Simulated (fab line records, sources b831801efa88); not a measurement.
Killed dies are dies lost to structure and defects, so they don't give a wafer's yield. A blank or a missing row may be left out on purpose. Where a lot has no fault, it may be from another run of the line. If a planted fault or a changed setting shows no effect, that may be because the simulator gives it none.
The same fault as seen by 2 desks    flow sky130    only its own numbers are on each desk; what lay behind them is given at the end

== METROLOGY DESK ==
What the gauges read, lot by lot, whatever tool the lot ran on: means of the sampled wafers that have a number. Marked OUT: a lot whose mean sits more than 4 standard deviations from the usual mean, which makes it out of limits; the brackets give that distance.
Columns: A = cd_nm at SKY_POLY_GATE_CD_MEAS_22, usual 150.2 nm; B = LDD_N_OVL at SKY_LDD_N_OVL_MEAS_07, usual -0.2 nm
lot   first seen here  A      B
L476  day 16 07:37     152.2  1.6
L477  day 17 08:47     151.3  -0.9
L478  day 18 01:13     147.9  -0.6
L479  day 19 12:37     151.4  2.0
L480  day 19 14:35     148.4  1.0
L481  day 20 02:42     149.6  -0.0
L487  day 21 22:53     151.2  0.4
L492  day 23 15:29     152.3  -1.4
L494  day 23 22:47     151.7  -0.4
L495  day 24 00:56     148.8  0.7
L497  day 24 15:18     149.5  -0.1
L498  day 24 17:47     151.1  0.6
This desk's finding: nothing out of limits on any of the 12 lots.

== AT THE TOOL OWNER'S DESK: rie_diel-04 ==
The tool's own readings at SKY_POLY_GATE_ETCH_16 (etches Si3N4 in CH3F/O2, stops on poly-Si, time 147.5 s, target depth 75 nm): means of the sampled wafers that have a number, for each lot that ran on this tool. Marked OUT: a lot whose mean sits more than 4 standard deviations from the usual mean, which makes it out of limits; the brackets give that distance.
Columns: A = ch3f_flow_sccm at SKY_POLY_GATE_ETCH_16, usual 39.99 sccm; B = drypump_motor_current_A at SKY_POLY_GATE_ETCH_16, usual 5.6 A; C = oes_product_au at SKY_POLY_GATE_ETCH_16, usual 0.639 a.u.; D = rf_fwd_power_W at SKY_POLY_GATE_ETCH_16, usual 398.1 W; E = throttle_valve_pct at SKY_POLY_GATE_ETCH_16, usual 10.536 %
lot   first seen here  A      B    C      D                E
L481  day 20 00:59     40.08  5.5  0.638  398.0            10.539
L492  day 23 13:52     40.02  5.5  0.640  335.0 (-45) OUT  10.532
L494  day 23 20:59     39.81  5.2  0.635  333.3 (-46) OUT  10.533
This desk's finding: out of limits on L492, L494; first on L492, day 23 13:52 (rf_fwd_power_W at SKY_POLY_GATE_ETCH_16). Within limits: L481.

== TAKEN TOGETHER ==
At day 23 13:52, on L492, L494, the tool owner's desk was in a position to raise an alarm.
At the metrology desk, nothing out of limits was observed.
The metrology desk holds a record of L492, L494, inside its limits.
Of the lots named, all ran SKY_POLY_GATE_ETCH_16 on rie_diel-04.

== WHAT THE SIMULATOR HAD INSERTED ==
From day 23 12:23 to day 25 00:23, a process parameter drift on rie_diel-04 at SKY_POLY_GATE_ETCH_16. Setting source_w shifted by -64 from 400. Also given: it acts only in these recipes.
Struck lots among those shown: L492, L494.
Delay in hours, fault start to first out-of-limits reading, by desk: the tool owner's desk at 1.
